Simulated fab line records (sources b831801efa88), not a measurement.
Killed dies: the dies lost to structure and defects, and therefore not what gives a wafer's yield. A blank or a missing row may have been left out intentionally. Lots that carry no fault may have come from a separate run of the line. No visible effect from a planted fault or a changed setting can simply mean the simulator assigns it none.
fab line records	flow sky130
record: lots: 7	wafers: 21	last_day: 50
route steps=708 shown LDD_P@263 LDD_HVN@267 LDD_HVP@278 PAD_OPEN@708
lots that met no fault: from a run of the same line without faults
start_h: hours from the record's opening day to when the first of the lot's shown wafers began	wait_h: hours elapsed since this lot's preceding step	" identical to the entry in the row above	L1.1+2: a row that stands for several wafers	- no value, or no start given	* or withheld: withheld	< > ~ a bound
route shown NAME@n: a module of which the file shows steps, and the number in the route of the first	usual: the fault-free wafers' mean and standard deviation	same: alike in all rows	chamber/n: place in a boat	sites: readings site by site	_std_site: standard deviation of those values	_edge_site: inner sites' mean taken away from outer sites' mean	radius_mm: how far each site lies from the wafer's centre	mask NAME#n: copy n	behind: the most recent tool/chamber to have shaped the wafer	hold: reason for holding the lot/hours on hold/outcome of the hold	device: whichever transistor did not switch (one of n, p or np)	end of line: the same wafers' tests at the end of the route	step lacking rows: just its recipe	killed: not the wafer's yield, but the dies lost to structure and defects at the first sort	map: shows each die of a wafer: x if killed, . if not, _ if none is there
set.NAME: the run value of the setting; set.NAME@STEP: its run value at that earlier step	model.NAME: the simulator's own value behind a step, which no gauge read
a table for each step, a row for each wafer; lots at some steps of the route
services: when a tool's chamber went out of use (start_h, in hours from the record's first day, below 0 if earlier), for how many hours, and the reason
== steps ==
step: SKY_LDD_P_OVL_MEAS_08
usual: LDD_P_OVL: 0.0/1.2
lot.wafer	tool	chamber	start_h	wait_h	LDD_P_OVL[nm]
L813.3	overlay-02	-	455.96	0.1	-0.3
L813.5	"	-	"	"	0.7
L813.6	"	-	"	"	-1.4
L817.2	overlay-02	-	492.38	0.1	0.3
L817.3	"	-	"	"	0.3
L817.5	"	-	"	"	-1.1
L818.1	overlay-02	-	501.19	0.1	0.1
L818.3	"	-	"	"	-2.1
L818.6	"	-	"	"	-2.2
L821.2	overlay-02	-	526.28	0.1	0.0
L821.5	"	-	"	"	-0.2
L821.6	"	-	"	"	-1.8
L822.1	overlay-01	-	543.79	0.1	0.0
L822.2	"	-	"	"	-0.3
L822.4	"	-	"	"	0.5
L830.2	overlay-02	-	611.53	0.1	0.1
L830.4	"	-	"	"	0.2
L830.5	"	-	"	"	-0.1
L834.1	overlay-01	-	632.69	0.1	0.6
L834.5	"	-	"	"	0.7
L834.6	"	-	"	"	1.1
step: SKY_LDD_P_IMPLANT_09
recipe: species: BF2	energy_kev: 25	dose_cm2: 1e+13	tilt_deg: withheld
step: SKY_LDD_P_STRIP_10
recipe: chemistry: O2/N2	power_w: 1400	pressure_mtorr: 1500	platen_temp_c: withheld	o2_flow_sccm: 3000	n2_flow_sccm: 300	overash_fraction: 0.5
usual: drypump_motor_current_A: 5.8/0.51	oes_product_au: 0.716/0.0046	strip_time_to_endpoint_s: 14.17/0.031
lot.wafer	tool	chamber	start_h	wait_h	drypump_motor_current_A	oes_product_au	rf_hours_counter_h	strip_time_to_endpoint_s
L813.3	plasma_asher-03	0	456.16	0.1	6.5	0.721	-	14.15
L813.5	"	1	"	"	5.6	0.715	-	14.15
L813.6	"	0	"	"	6.5	0.714	-	14.18
L817.2	plasma_asher-03	0	492.56	0.1	6.5	0.718	72	14.19
L817.3	"	1	"	"	5.6	0.716	-	14.21
L817.5	"	1	"	"	5.6	0.716	-	14.23
L818.1	plasma_asher-04	1	501.38	0.1	5.1	0.714	86	14.19
L818.3	"	1	"	"	5.1	0.719	-	14.18
L818.6	"	0	"	"	5.8	0.717	-	14.16
L821.2	plasma_asher-01	0	526.46	0.1	5.3	0.712	10	14.15
L821.5	"	1	"	"	6.3	0.711	-	14.17
L821.6	"	0	"	"	5.3	0.720	-	14.17
L822.1	plasma_asher-04	1	543.98	0.1	5.1	0.717	90	14.14
L822.2	"	0	"	"	5.8	0.719	90	14.13
L822.4	"	0	"	"	5.8	0.718	-	14.15
L830.2	plasma_asher-01	1	611.71	0.1	6.3	0.713	19	14.13
L830.4	"	1	"	"	6.3	0.713	-	14.11
L830.5	"	1	"	"	6.3	0.709	-	14.17
L834.1	plasma_asher-04	0	632.88	0.1	5.8	0.715	98	14.14
L834.5	"	0	"	"	5.8	0.718	-	14.14
L834.6	"	1	"	"	5.1	0.718	-	14.16
step: SKY_LDD_P_TW_MEAS_11
usual: LDD_P_TW: 628/3.9
lot.wafer	tool	chamber	start_h	wait_h	LDD_P_TW
L813.3	film_metro-04	-	456.25	0.1	630
L813.5	"	-	"	"	630
L813.6	"	-	"	"	627
L817.2	film_metro-01	-	492.67	0.1	634
L817.3	"	-	"	"	631
L817.5	"	-	"	"	629
L818.1	film_metro-01	-	501.48	0.1	633
L818.3	"	-	"	"	630
L818.6	"	-	"	"	631
L821.2	film_metro-02	-	526.57	0.1	625
L821.5	"	-	"	"	625
L821.6	"	-	"	"	625
L822.1	film_metro-01	-	544.08	0.1	631
L822.2	"	-	"	"	632
L822.4	"	-	"	"	633
L830.2	film_metro-02	-	611.82	0.1	620
L830.4	"	-	"	"	627
L830.5	"	-	"	"	623
L834.1	film_metro-04	-	632.98	0.1	632
L834.5	"	-	"	"	628
L834.6	"	-	"	"	623
step: SKY_LDD_HVN_DEHYDRATE_00
recipe: temp_c: 200	time_s: 60
step: SKY_LDD_HVN_HMDS_01
recipe: prime_time_s: 60	prime_temp_c: 120
step: SKY_LDD_HVN_COAT_02
recipe: resist: NOVOLAK	spin_rpm: 3000	resist_thk_nm: 300
step: SKY_LDD_HVN_SOFTBAKE_03
recipe: temp_c: 90	time_s: 60	resist: NOVOLAK
step: SKY_LDD_HVN_EXPOSE_04
recipe: mask_id: HVNTM	na: 0.6	source_shape: conventional	sigma_outer: 0.6	polarization: unpolarized	target_cd_nm: 700	dose_mj: 127
step: SKY_LDD_HVN_PEB_05
recipe: temp_c: withheld	time_s: *	resist: NOVOLAK
step: SKY_LDD_HVN_DEVELOP_06
recipe: resist: NOVOLAK	developer: TMAH	develop_time_s: 60	dev_temp_c: 23
step: SKY_LDD_HVN_OVL_MEAS_07
usual: LDD_HVN_OVL: -0.9/1.4
lot.wafer	tool	chamber	start_h	wait_h	LDD_HVN_OVL[nm]
L813.3	overlay-01	-	486.53	0.1	-0.3
L813.5	"	-	"	"	0.7
L813.6	"	-	"	"	0.7
L817.2	overlay-02	-	522.68	0.1	0.2
L817.3	"	-	"	"	-1.1
L817.5	"	-	"	"	-1.4
L818.1	overlay-02	-	531.07	0.1	0.1
L818.3	"	-	"	"	-1.5
L818.6	"	-	"	"	0.0
L821.2	overlay-01	-	556.83	0.1	2.8
L821.5	"	-	"	"	2.6
L821.6	"	-	"	"	0.4
L822.1	overlay-01	-	573.62	0.1	-0.8
L822.2	"	-	"	"	-0.6
L822.4	"	-	"	"	0.1
L830.2	overlay-02	-	640.18	0.1	-2.1
L830.4	"	-	"	"	0.7
L830.5	"	-	"	"	-0.1
L834.1	overlay-01	-	661.23	0.1	0.4
L834.5	"	-	"	"	-2.7
L834.6	"	-	"	"	-0.6
step: SKY_LDD_HVN_IMPLANT_08
recipe: species: P	energy_kev: 60	dose_cm2: 3e+13	tilt_deg: 40
lot.wafer	tool	chamber	start_h	wait_h
L813.3+5+6	implanter-01	0	486.61	0.1
L817.2+3+5	implanter-02	0	522.74	0.0
L818.1+3+6	implanter-02	0	531.11	0.0
L818.1+3+6	implanter-02	0	531.43	0.3
L821.2+5+6	implanter-01	0	556.89	0.0
L821.2+5+6	implanter-01	0	557.20	0.3
L822.1+2+4	implanter-02	0	573.66	0.0
L822.1+2+4	implanter-02	0	573.97	0.3
L830.2+4+5	implanter-02	0	640.23	0.0
L834.1+5+6	implanter-02	0	661.27	0.0
step: SKY_LDD_HVN_STRIP_09
recipe: chemistry: O2/N2	power_w: 1400	pressure_mtorr: 1500	platen_temp_c: withheld	o2_flow_sccm: 3000	n2_flow_sccm: 300	overash_fraction: 0.5
usual: drypump_motor_current_A: 5.7/0.44	oes_product_au: 0.408/0.0048	strip_time_to_endpoint_s: 4.139/0.012
lot.wafer	tool	chamber	start_h	wait_h	drypump_motor_current_A	oes_product_au	rf_hours_counter_h	strip_time_to_endpoint_s
L813.3	plasma_asher-03	1	486.74	0.1	5.6	0.411	-	4.140
L813.5	"	0	"	"	6.5	0.407	-	4.143
L813.6	"	1	"	"	5.6	0.412	-	4.133
L817.2	plasma_asher-02	0	522.86	0.1	5.9	0.401	36	4.134
L817.3	"	0	"	"	5.9	0.423	-	4.161
L817.5	"	1	"	"	5.3	0.413	-	4.164
L818.1	plasma_asher-04	0	531.58	0.1	5.7	0.403	89	4.122
L818.3	"	1	"	"	5.1	0.414	-	4.139
L818.6	"	0	"	"	5.8	0.406	-	4.128
L821.2	plasma_asher-04	0	557.33	0.1	5.8	0.415	91	4.150
L821.5	"	0	"	"	5.8	0.407	-	4.134
L821.6	"	1	"	"	5.1	0.415	-	4.141
L822.1	plasma_asher-03	1	574.12	0.1	5.6	0.403	80	4.142
L822.2	"	0	"	"	6.5	0.405	80	4.129
L822.4	"	0	"	"	6.5	0.413	-	4.134
L830.2	plasma_asher-03	1	640.36	0.1	5.6	0.407	87	4.132
L830.4	"	0	"	"	6.5	0.404	-	4.118
L830.5	"	0	"	"	6.4	0.408	-	4.119
L834.1	plasma_asher-02	0	661.42	0.1	5.9	0.418	50	4.144
L834.5	"	0	"	"	5.9	0.408	-	4.149
L834.6	"	1	"	"	5.4	0.411	-	4.148
step: SKY_LDD_HVN_TW_MEAS_10
usual: LDD_HVN_TW: 1429/19
lot.wafer	tool	chamber	start_h	wait_h	LDD_HVN_TW
L813.3	film_metro-01	-	486.83	0.1	1429
L813.5	"	-	"	"	1426
L813.6	"	-	"	"	1430
L817.2	film_metro-02	-	522.97	0.1	1405
L817.3	"	-	"	"	1415
L817.5	"	-	"	"	1411
L818.1	film_metro-03	-	531.68	0.1	1814
L818.3	"	-	"	"	1816
L818.6	"	-	"	"	1816
L821.2	film_metro-03	-	557.44	0.1	1818
L821.5	"	-	"	"	1810
L821.6	"	-	"	"	1812
L822.1	film_metro-03	-	574.27	0.1	1813
L822.2	"	-	"	"	1816
L822.4	"	-	"	"	1822
L830.2	film_metro-02	-	640.47	0.1	1410
L830.4	"	-	"	"	1412
L830.5	"	-	"	"	1413
L834.1	film_metro-02	-	661.52	0.1	1421
L834.5	"	-	"	"	1425
L834.6	"	-	"	"	1425
step: SKY_LDD_HVP_DEHYDRATE_00
recipe: temp_c: 200	time_s: 60
step: SKY_PAD_OPEN_PROBE_99
usual: killed_at_M0_to_M3: 44/7.3	killed_at_M4_up: 3.5/1.8	killed_at_contacts: 24/5.8	killed_at_front_end: 16/4.3	killed_at_other: 0.5/0.68	killed_dies: 88/9.4	killed_open: 48/6.8	killed_short: 40/6.1
same: gross_dies: 492	killed_at_back_side: 0
lot.wafer	tool	chamber	start_h	wait_h	killed_at_M0_to_M3	killed_at_M4_up	killed_at_contacts	killed_at_front_end	killed_at_other	killed_dies	killed_open	killed_short	model.etest.tip_n_5v.rs_ohm_sq	model.etest.nfet_g5v0d10v5.r_on_ohm_um	model.etest.nfet_g5v0d10v5.drive_ua_um	model.etest.nfet_05v0_nvt.drive_ua_um	model.etest.res_ndiff_hv.rs_ohm_sq	model.etest.ring_5v.delay_ps	model.etest.nfet_05v0_nvt.off_log10_a_um	model.etest.nfet_g5v0d10v5.vt_sat_v
L813.3	prober-01	-	1087.13	0.2	37	3	29	16	1	86	53	33	1395	1864	614	577.1	114.2	44.01	-11.16	0.7613
L813.5	prober-01	-	1087.23	0.2	40	0	19	10	1	70	43	27	1391	1868	614.1	575.1	113.1	44.49	-11	0.7561
L813.6	prober-01	-	1087.28	0.2	41	1	28	14	1	85	47	38	1386	1858	604.8	572.3	114.3	44.41	-10.97	0.7644
L817.2	prober-02	-	1114.39	0.1	43	2	39	15	0	99	56	43	1401	1885	618.3	586.9	116	44.37	-11.09	0.7512
L817.3	prober-02	-	1114.44	0.2	54	1	26	17	1	99	59	40	1398	1890	611.5	587.1	114.9	44.8	-11.09	0.7569
L817.5	prober-02	-	1114.54	0.2	50	1	36	10	0	97	60	37	1396	1880	612.9	586.6	115.4	44.47	-11.03	0.755
L818.1	prober-01	-	1121.86	0.1	46	4	18	19	1	88	42	45	845.4	1697	666.3	606.5	110.6	43.48	-10.75	0.668
L818.3	prober-01	-	1121.96	0.2	58	3	16	18	0	95	54	40	851.4	1693	655.3	598.7	110.6	43.22	-10.89	0.6749
L818.6	prober-01	-	1122.11	0.2	42	2	24	22	2	92	46	42	845.4	1715	668.7	605.8	110.9	43.12	-10.89	0.6661
L821.2	prober-02	-	1142.30	0.1	45	2	24	12	0	83	40	43	853.8	1738	645.1	591.6	111.8	43.74	-10.7	0.6859
L821.5	prober-02	-	1142.45	0.2	45	5	27	18	0	95	57	38	852	1740	649	592.4	111.8	43.72	-10.84	0.664
L821.6	prober-02	-	1142.50	0.2	54	4	24	12	1	95	49	46	857.3	1730	651.2	597.6	110.9	43.52	-10.73	0.6727
L822.1	prober-01	-	1146.46	0.1	44	6	21	19	0	90	47	43	848.8	1693	666.7	608.5	109.7	42.99	-10.77	0.6639
L822.2	prober-01	-	1146.51	0.1	55	2	18	12	0	87	52	35	851.5	1703	667	612.7	110.5	42.82	-10.73	0.668
L822.4	prober-01	-	1146.61	0.2	51	3	7	18	0	79	46	33	851.9	1716	656.2	601.4	110	43.83	-10.89	0.6801
L830.2	prober-01	-	1187.35	0.1	54	2	29	14	0	99	65	34	1385	1924	593.6	562.8	116.8	45.71	-10.86	0.7594
L830.4	prober-01	-	1187.45	0.2	48	3	30	9	0	90	57	33	1371	1906	596.9	568.8	115.5	45.29	-11.28	0.7799
L830.5	prober-01	-	1187.50	0.2	41	5	26	11	0	83	47	36	1385	1877	608.9	575.2	116.3	44.56	-10.8	0.7622
L834.1	prober-01	-	1198.42	0.1	38	4	21	23	1	87	51	36	1382	1954	579.4	552.6	114.2	45.52	-10.95	0.7862
L834.5	prober-01	-	1198.62	0.2	37	5	26	17	0	85	50	35	1389	1922	580.5	556	113.7	45.78	-10.96	0.7817
L834.6	prober-01	-	1198.67	0.2	34	1	26	17	0	78	48	30	1385	1962	578.1	549.1	113.3	45.69	-10.98	0.7816
killed by level:class
L813.3 CONTACT:geometric_particle:open=12 VIA1:geometric_particle:open=10 METAL2:geometric_particle:short=7 POLY_GATE:geometric_particle:open=6 LI_CONTACT:geometric_particle:open=5 VIA2:geometric_particle:open=5 LI_CONTACT:geometric_particle:short=4 FIELD_ISO:geometric_particle:short=3
L813.5 VIA3:geometric_particle:open=10 CONTACT:geometric_particle:open=9 VIA1:geometric_particle:open=9 LI_CONTACT:geometric_particle:open=4 VIA2:geometric_particle:open=4 VIA1:geometric_particle:short=3 LI_CONTACT:geometric_particle:short=3 METAL2:geometric_particle:short=3
L813.6 CONTACT:geometric_particle:open=9 METAL2:geometric_particle:short=9 VIA1:geometric_particle:open=8 LI_CONTACT:geometric_particle:open=7 METAL1:geometric_particle:short=7 POLY_GATE:geometric_particle:short=4 METAL1:geometric_particle:open=4 LOCAL_INTERCONNECT:geometric_particle:open=4
L817.2 LI_CONTACT:geometric_particle:open=14 CONTACT:geometric_particle:open=11 VIA2:geometric_particle:open=8 METAL3:geometric_particle:short=7 FIELD_ISO:geometric_particle:open=5 LI_CONTACT:geometric_particle:short=5 VIA1:geometric_particle:open=5 METAL2:geometric_particle:short=5
L817.3 VIA1:geometric_particle:open=12 CONTACT:geometric_particle:open=9 VIA2:geometric_particle:open=9 VIA3:geometric_particle:open=8 LI_CONTACT:geometric_particle:open=7 METAL1:geometric_particle:short=6 SPACER:geometric_particle:short=5 CONTACT:geometric_particle:short=4
L817.5 CONTACT:geometric_particle:open=13 VIA1:geometric_particle:open=10 VIA3:geometric_particle:open=9 VIA2:geometric_particle:open=7 LI_CONTACT:geometric_particle:open=7 METAL1:geometric_particle:short=7 CONTACT:geometric_particle:short=6 LI_CONTACT:geometric_particle:short=4
L818.1 VIA1:geometric_particle:open=13 POLY_GATE:geometric_particle:short=8 METAL3:geometric_particle:short=7 VIA3:geometric_particle:open=7 METAL1:geometric_particle:short=6 LI_CONTACT:geometric_particle:open=6 LOCAL_INTERCONNECT:geometric_particle:short=5 POLY_GATE:geometric_particle:open=4
L818.3 VIA1:geometric_particle:open=15 METAL1:geometric_particle:short=9 LI_CONTACT:geometric_particle:open=7 VIA2:geometric_particle:open=6 CONTACT:geometric_particle:open=6 VIA3:geometric_particle:open=6 POLY_GATE:geometric_particle:open=5 VIA1:geometric_particle:short=5
L818.6 LI_CONTACT:geometric_particle:open=7 VIA1:geometric_particle:short=7 VIA2:geometric_particle:open=7 CONTACT:geometric_particle:open=6 VIA3:geometric_particle:open=6 FIELD_ISO:geometric_particle:open=5 POLY_GATE:geometric_particle:short=5 CONTACT:geometric_particle:short=5
L821.2 VIA1:geometric_particle:open=10 CONTACT:geometric_particle:open=7 METAL1:geometric_particle:short=7 LI_CONTACT:geometric_particle:open=6 CONTACT:geometric_particle:short=6 VIA1:geometric_particle:short=6 METAL2:geometric_particle:short=5 VIA3:geometric_particle:open=5
L821.5 VIA1:geometric_particle:open=13 CONTACT:geometric_particle:open=11 CONTACT:geometric_particle:short=7 FIELD_ISO:geometric_particle:open=6 LI_CONTACT:geometric_particle:open=6 VIA1:geometric_particle:short=6 METAL2:geometric_particle:short=6 POLY_GATE:geometric_particle:open=4
L821.6 VIA1:geometric_particle:open=15 METAL1:geometric_particle:short=11 CONTACT:geometric_particle:open=7 METAL2:geometric_particle:short=7 LI_CONTACT:geometric_particle:open=6 VIA1:geometric_particle:short=6 LOCAL_INTERCONNECT:geometric_particle:short=4 VIA2:geometric_particle:short=4
L822.1 LI_CONTACT:geometric_particle:open=9 CONTACT:geometric_particle:open=8 METAL1:geometric_particle:short=8 VIA1:geometric_particle:open=8 METAL2:geometric_particle:short=7 METAL4:geometric_particle:short=5 VIA2:geometric_particle:open=5 SPACER:geometric_particle:short=4
L822.2 VIA1:geometric_particle:open=15 LI_CONTACT:geometric_particle:open=8 METAL1:geometric_particle:short=8 VIA3:geometric_particle:open=8 CONTACT:geometric_particle:open=7 VIA2:geometric_particle:open=7 VIA2:geometric_particle:short=5 VIA3:geometric_particle:short=4
L822.4 VIA1:geometric_particle:open=17 FIELD_ISO:geometric_particle:open=7 VIA3:geometric_particle:open=7 METAL1:geometric_particle:short=7 METAL2:geometric_particle:short=6 POLY_GATE:geometric_particle:short=4 VIA1:geometric_particle:short=4 CONTACT:geometric_particle:open=3
L830.2 VIA3:geometric_particle:open=14 VIA1:geometric_particle:open=13 LI_CONTACT:geometric_particle:open=10 CONTACT:geometric_particle:open=10 VIA2:geometric_particle:open=6 CONTACT:geometric_particle:short=5 VIA1:geometric_particle:short=5 METAL2:geometric_particle:short=5
L830.4 CONTACT:geometric_particle:open=13 VIA1:geometric_particle:open=11 VIA2:geometric_particle:open=11 LI_CONTACT:geometric_particle:open=9 METAL2:geometric_particle:short=6 VIA3:geometric_particle:open=5 LOCAL_INTERCONNECT:geometric_particle:short=4 CONTACT:geometric_particle:short=4
L830.5 CONTACT:geometric_particle:open=13 VIA3:geometric_particle:open=8 LI_CONTACT:geometric_particle:open=7 METAL1:geometric_particle:short=6 VIA1:geometric_particle:open=5 METAL2:geometric_particle:short=4 VIA3:geometric_particle:short=4 VIA1:geometric_particle:short=4
L834.1 VIA1:geometric_particle:open=9 CONTACT:geometric_particle:open=8 FIELD_ISO:geometric_particle:open=7 LI_CONTACT:geometric_particle:open=7 POLY_GATE:geometric_particle:short=7 VIA2:geometric_particle:open=6 VIA3:geometric_particle:open=4 FIELD_ISO:geometric_particle:short=3
L834.5 CONTACT:geometric_particle:open=9 LI_CONTACT:geometric_particle:open=8 VIA1:geometric_particle:open=7 FIELD_ISO:geometric_particle:short=6 VIA2:geometric_particle:open=6 VIA3:geometric_particle:open=6 METAL1:geometric_particle:short=5 POLY_GATE:geometric_particle:open=4
L834.6 CONTACT:geometric_particle:open=9 VIA1:geometric_particle:open=8 FIELD_ISO:geometric_particle:open=7 LI_CONTACT:geometric_particle:open=6 VIA3:geometric_particle:open=6 METAL2:geometric_particle:short=5 VIA2:geometric_particle:open=5 LI_CONTACT:geometric_particle:short=4
== services ==
tool	chamber	start_h	hours	kind
implanter-01	-	439.28	5.4	repair
implanter-02	-	446.11	1.1	repair
implanter-01	-	450.88	10.0	repair
plasma_asher-03	-	471.37	7.7	repair
implanter-02	-	473.37	4.7	repair
implanter-02	-	478.30	2.0	repair
plasma_asher-01	-	500.83	1.7	repair
plasma_asher-04	-	513.51	4.3	pm
implanter-02	-	550.75	3.8	pm
implanter-02	-	556.28	1.0	repair
plasma_asher-04	-	573.65	2.3	repair
implanter-02	-	580.55	14.0	repair
implanter-02	-	593.33	1.8	repair
plasma_asher-03	-	601.60	2.7	repair
implanter-01	-	616.46	0.5	repair
implanter-01	-	617.34	3.5	pm
implanter-02	-	625.91	4.8	repair
plasma_asher-03	-	641.69	2.8	pm
== key ==
first_sign: step: SKY_LDD_HVN_IMPLANT_08	reading: visit	direction: added
effect: step: SKY_LDD_HVN_TW_MEAS_10	reading: LDD_HVN_TW	direction: up	sigmas: 20	usual: 1429	struck: 1815
model_effect: step: SKY_PAD_OPEN_PROBE_99	value: etest.tip_n_5v.rs_ohm_sq	without: 1392	struck: 850.8
met_at SKY_LDD_HVN_IMPLANT_08
struck_wafers L818.1,L818.3,L818.6,L821.2,L821.5,L821.6,L822.1,L822.2,L822.4
tester_left_out L818,L821,L822
fault: kind: repeated_step_whole	tool: implanter-01,implanter-02,implanter-04	chamber: -	onset_h: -	steps: SKY_LDD_HVN_IMPLANT_08	times: 1	scope: struck_lots_only
tester_left_out: of these lots the tester's yield and bins aren't shown, on N5 and GAA mostly nor the transistor test; their killed dies are dies lost to structure and defects alone, not to doping, threshold or leakage, so they don't give the yield
